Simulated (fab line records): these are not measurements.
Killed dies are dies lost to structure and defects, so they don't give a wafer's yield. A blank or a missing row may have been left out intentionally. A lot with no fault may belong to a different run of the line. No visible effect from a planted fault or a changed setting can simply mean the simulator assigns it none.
Matching of chambers | flow sky130 | SKY_VIA3_CMP_24 on cmp-01 has 4 sister chambers
The step polishes, stops on SiO2, t overpolish 20 s, target thk 0 nm. 33 wafers are shown with their chamber, then 12 later ones without.

WAFERS WITH THEIR CHAMBER
wafer  | chamber | timeToEndpointS (s) | motorCurrentA (A) | overpolishRunS (s)
L074.1 | 3       | 92                  | 11.3              | 19.998
L074.3 | 1       | 86                  | 11.9              | 20.001
L074.5 | 3       | 91                  | 11.4              | 19.998
L076.1 | 0       | 87                  | 12.0              | 19.994
L076.2 | 2       | 94                  | 12.5              | 19.998
L076.5 | 1       | 88                  | 11.6              | 20.015
L077.2 | 0       | 87                  | 11.9              | 20.004
L077.3 | 2       | 89                  | 12.2              | 19.996
L077.5 | 2       | 94                  | 12.1              | 20.011
L078.1 | 2       | 92                  | 12.1              | 19.998
L078.2 | 0       | 90                  | 12.5              | 19.998
L078.6 | 1       | 88                  | 12.2              | 20.025
L079.1 | 3       | 91                  | 12.0              | 20.004
L079.2 | 1       | 87                  | 12.3              | 20.021
L079.4 | 0       | 89                  | 13.0              | 20.002
L080.2 | 3       | 87                  | 11.4              | 20.017
L080.3 | 1       | 83                  | 12.8              | 19.994
L080.4 | 0       | 87                  | 12.4              | 19.996
L085.1 | 2       | 91                  | 11.9              | 19.995
L085.3 | 0       | 89                  | 12.8              | 20.007
L085.5 | 3       | 91                  | 12.4              | 19.984
L086.2 | 3       | 94                  | 12.0              | 20.003
L086.4 | 0       | 92                  | 12.4              | 20.016
L086.5 | 3       | 93                  | 10.9              | 19.996
L088.1 | 2       | 98                  | 12.7              | 20.007
L088.3 | 1       | 86                  | 12.5              | 19.991
L088.6 | 2       | 93                  | 12.1              | 20.010
L089.3 | 3       | 91                  | 11.7              | 20.000
L089.4 | 1       | 90                  | 11.8              | 20.004
L089.5 | 2       | 95                  | 12.0              | 20.006
L091.1 | 3       | 95                  | 11.2              | 19.977
L091.4 | 0       | 92                  | 12.0              | 19.994
L091.5 | 2       | 94                  | 12.3              | 19.997

SIGNATURES (averages over the wafers above)
reading         | chamber 0 | chamber 1 | chamber 2 | chamber 3 | scatter within a chamber
timeToEndpointS | 89.12     | 86.86     | 93.33     | 91.67     | 2.3
motorCurrentA   | 12.375    | 12.157    | 12.211    | 11.589    | 0.392
overpolishRunS  | 20.00137  | 20.00729  | 20.00200  | 19.99744  | 0.00991
Rule: distance of a wafer from a chamber = root of the sum over the readings of ((wafer's reading minus chamber's mean) / reading's scatter) squared. If the next closest chamber is less than 2 further off than the closest, the wafer can't be placed; otherwise it belongs to the closest. The scatter: the root of (the sum of the squares of (reading less its chamber's mean) over the shown wafers, divided by (wafers less chambers)).

WAFERS MISSING THEIR CHAMBER
wafer  | timeToEndpointS (s) | motorCurrentA (A) | overpolishRunS (s)
L093.3 | 95                  | 11.9              | 20.002
L093.4 | 99                  | 11.6              | 19.991
L093.6 | 101                 | 12.9              | 20.005
L094.1 | 85                  | 12.9              | 20.006
L094.3 | 92                  | 11.4              | 19.997
L094.5 | 92                  | 12.5              | 20.006
L096.1 | 94                  | 12.0              | 20.005
L096.5 | 96                  | 11.6              | 20.003
L096.6 | 92                  | 11.6              | 20.007
L097.3 | 95                  | 11.9              | 20.010
L097.4 | 96                  | 12.7              | 20.013
L097.5 | 94                  | 11.7              | 20.005

CHAMBER TAKEN BY EACH
wafer  | from the rows above               | in truth
L093.3 | can't be placed: 2 or 3 or 0      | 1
L093.4 | can't be placed: 2 or 3 or 0      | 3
L093.6 | can't be placed: 2 or 3 or 0      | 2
L094.1 | can't be placed: 1 or 0 or 2      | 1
L094.3 | can't be placed: 3 or 2           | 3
L094.5 | can't be placed: 2 or 0 or 1 or 3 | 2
L096.1 | can't be placed: 2 or 3 or 0      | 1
L096.5 | can't be placed: 2 or 3 or 0      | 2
L096.6 | can't be placed: 3 or 2 or 0 or 1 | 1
L097.3 | can't be placed: 2 or 3 or 0      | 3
L097.4 | can't be placed: 2 or 0 or 3      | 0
L097.5 | can't be placed: 3 or 2 or 0      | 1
0 of 12 placed correctly. Not placeable from these rows: 12 (in 9, the candidates include the true chamber). Number placed wrongly: 0.
